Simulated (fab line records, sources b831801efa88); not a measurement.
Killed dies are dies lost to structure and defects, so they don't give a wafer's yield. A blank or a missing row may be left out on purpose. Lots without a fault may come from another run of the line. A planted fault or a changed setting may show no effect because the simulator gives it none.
Which tool did it? | flow gf180mcu | 13 lots, 39 wafers sampled, at 1 step of a route of 602

WHAT THE GAUGES READ, wafer by wafer
GF_V2_THK_MEAS_01.
lot  | measured     | on            | V2_CVD_00_THK (nm)
L856 | day 19 05:23 | film_metro-01 | 613 603 614
L857 | day 19 20:28 | film_metro-01 | 596 586 599
L859 | day 20 16:20 | film_metro-04 | 595 599 592
L861 | day 21 12:20 | film_metro-04 | 610 605 602
L862 | day 21 16:43 | film_metro-03 | 606 605 605
L863 | day 22 01:42 | film_metro-04 | 613 607 612
L869 | day 24 02:07 | film_metro-01 | 602 602 608
L870 | day 24 12:19 | film_metro-04 | 598 594 592
L873 | day 25 10:42 | film_metro-01 | 602 597 592
L874 | day 25 15:31 | film_metro-04 | 604 596 610
L876 | day 26 08:44 | film_metro-03 | 593 592 598
L878 | day 26 23:52 | film_metro-04 | 601 603 601
L879 | day 27 04:56 | film_metro-01 | 602 599 597

WHICH TOOL RAN EACH LOT (tool, then ch and the chambers of the sampled wafers, then the start)
The record holds no process step before these readings.

WHAT THE TOOLS THEMSELVES READ (means of the sampled wafers that have a number; where no wafer has one, the mark that the record gives instead)
The record holds no such reading with a usual standard deviation.

THE ANSWER, worked out from the rows above alone
Rule: what is usual is taken from the lots themselves. Put in order of their means at a reading, lots are off if they are a third of the lots or fewer, leave a main group of 4 or more, and stand apart from it by a gap of 3 or more times the standard deviation of the main group's means; of several such gaps the widest counts. A main group whose means are all the same, to the digits that the tables above print for the reading, isn't used. A lot without any number at a reading at which 4 lots or more have one is off too. The other lots that the step has rows for count as sound. The gauges are gone through in route order, then the tools' own readings, and for those a lot's mean is taken as printed above. The first step at which some lot is off is used, and at that step the reading that is off furthest; a lot without a number counts as furthest.
No lot is off at any reading shown: from this, nothing can be told.

WHAT THE SIMULATOR HAD PUT IN
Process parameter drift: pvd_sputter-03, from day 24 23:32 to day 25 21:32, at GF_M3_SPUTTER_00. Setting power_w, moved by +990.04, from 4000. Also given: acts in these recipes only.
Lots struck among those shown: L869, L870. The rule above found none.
